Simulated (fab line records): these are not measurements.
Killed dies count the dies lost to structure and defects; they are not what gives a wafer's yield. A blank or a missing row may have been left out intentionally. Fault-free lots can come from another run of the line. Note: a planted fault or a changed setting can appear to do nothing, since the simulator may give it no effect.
Split-lot experiment | flow sky130 | 5 lots, 27 wafers read, on a route of 708 steps

ABOUT THE SPLIT
At SKY_VIA3_HDPCVD_00 (deposits SiO2, target thk 1635 nm, time 272.5 s), the setting time_s was moved away from the recipe's 272.5 s on 6 of the 27 wafers read, by -28.8% to -24.0%. This setting was run at the recipe's value on the other wafers.

The file shows no step between the split and the reading.

THE READING
At SKY_VIA3_THK_MEAS_01: VIA3_HDPCVD_THK, given in nm. On this fab line, fault-free wafers typically give 1629 nm with a standard deviation of 19 nm.

wafer  | tool, chamber at the split | time_s as run, s | against the recipe | VIA3_HDPCVD_THK, nm | against lot-mates on the recipe
L077.2 | hdpcvd-01, 0               | 272.5            | recipe             | 1614                | -
L077.5 | hdpcvd-01, 0               | 272.5            | recipe             | 1622                | -
L077.6 | hdpcvd-01, 2               | 272.5            | recipe             | 1627                | -
L078.1 | hdpcvd-02, 1,2             | 272.5            | recipe             | 1619                | -
L078.2 | hdpcvd-02, 0               | 272.5            | recipe             | 1616                | -
L078.3 | hdpcvd-02, 2               | 207.2            | -24.0%             | 1260                | -367
L078.4 | hdpcvd-02, 1,2             | 272.5            | recipe             | 1645                | -
L078.5 | hdpcvd-02, 0               | 207.2            | -24.0%             | 1235                | -392
L078.6 | hdpcvd-02, 1               | 207.2            | -24.0%             | 1237                | -390
L079.1 | hdpcvd-02, 1               | 272.5            | recipe             | 1623                | -
L079.2 | hdpcvd-02, 2,0,1           | 272.5            | recipe             | 1652                | -
L079.3 | hdpcvd-02, 0               | 272.5            | recipe             | 1612                | -
L079.4 | hdpcvd-02, 2,0,1           | 272.5            | recipe             | 1655                | -
L079.5 | hdpcvd-02, 2,0,1           | 272.5            | recipe             | 1628                | -
L079.6 | hdpcvd-02, 2               | 272.5            | recipe             | 1677                | -
L083.1 | hdpcvd-01, 0               | 194              | -28.8%             | 1179                | -443
L083.2 | hdpcvd-01, 2               | 272.5            | recipe             | 1624                | -
L083.3 | hdpcvd-01, 1               | 272.5            | recipe             | 1597                | -
L083.4 | hdpcvd-01, 2               | 194              | -28.8%             | 1151                | -471
L083.5 | hdpcvd-01, 0               | 272.5            | recipe             | 1644                | -
L083.6 | hdpcvd-01, 1               | 194              | -28.8%             | 1142                | -480
L085.1 | hdpcvd-01, 1               | 272.5            | recipe             | 1595                | -
L085.2 | hdpcvd-01, 2,1,2           | 272.5            | recipe             | 1621                | -
L085.3 | hdpcvd-01, 0               | 272.5            | recipe             | 1654                | -
L085.4 | hdpcvd-01, 2,1,2           | 272.5            | recipe             | 1593                | -
L085.5 | hdpcvd-01, 2,1,2           | 272.5            | recipe             | 1649                | -
L085.6 | hdpcvd-01, 0               | 272.5            | recipe             | 1626                | -
Where a row lists several chambers, the file gives one row for several wafers and doesn't say which wafer went through which chamber.

THE FIT
A straight line over all 27 wafers: VIA3_HDPCVD_THK changes by +16.2 nm for each +1% of time_s; r = +0.99; the points scatter about the line by 21 nm.
The same after taking each lot's own level away (the mean of its wafers on the recipe; 27 wafers): +16.1 nm for each +1%; r = +0.99; scatter 19 nm.
That fit puts the effect of the largest move of time_s on the reading at 4.6e+02 nm.
The lots' own levels span 1621.0 to 1641.2 nm, that is 1.1 times the standard deviation above.
Hence the lot-to-lot level has little effect on the slope; both slopes agree.
Check: with one of the wafers moved furthest among these (-28.8%) left out of the fit, the line predicts -467 nm for it against its lot-mates. It came out at -443 nm against them.

OTHER SPLITS ON THESE WAFERS
Other splits were also applied to these wafers ahead of the reading. Each is held against what the fit with the lots' levels taken away leaves over:
other split on the same wafers                   | wafers away from the commonest value | r with VIA3_HDPCVD_THK (lot level and that fit taken away)
SKY_LI_CONTACT_HDPCVD_00 time_s                  | 9                                    | -0.05
SKY_LOCAL_INTERCONNECT_DEVELOP_10 develop_time_s | 6                                    | +0.17
SKY_METAL2_METAL_ETCH_19 target_depth_a          | 12                                   | -0.15
SKY_CAPM_SPUTTER_02 time_s                       | 12                                   | +0.18

THE WHOLE CHAIN: every reading that the file lists as answering this split, in the file's order
step                 | what it does                                    | reading                                                                        | change (the file's fit)              | r (the file's)
SKY_VIA3_HDPCVD_00   | deposits SiO2, target thk 1635 nm, time 272.5 s | SiO2_of_VIA3_HDPCVD_00.thk_nm (the simulator's own value, which no gauge read) | +16.1 nm for each +1% of the setting | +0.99
SKY_VIA3_THK_MEAS_01 |                                                 | VIA3_HDPCVD_THK                                                                | +16 for each +1% of the setting      | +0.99

THE FILE'S OWN FIT
VIA3_HDPCVD_THK changes by +16 nm for each +1% of time_s, r = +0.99.
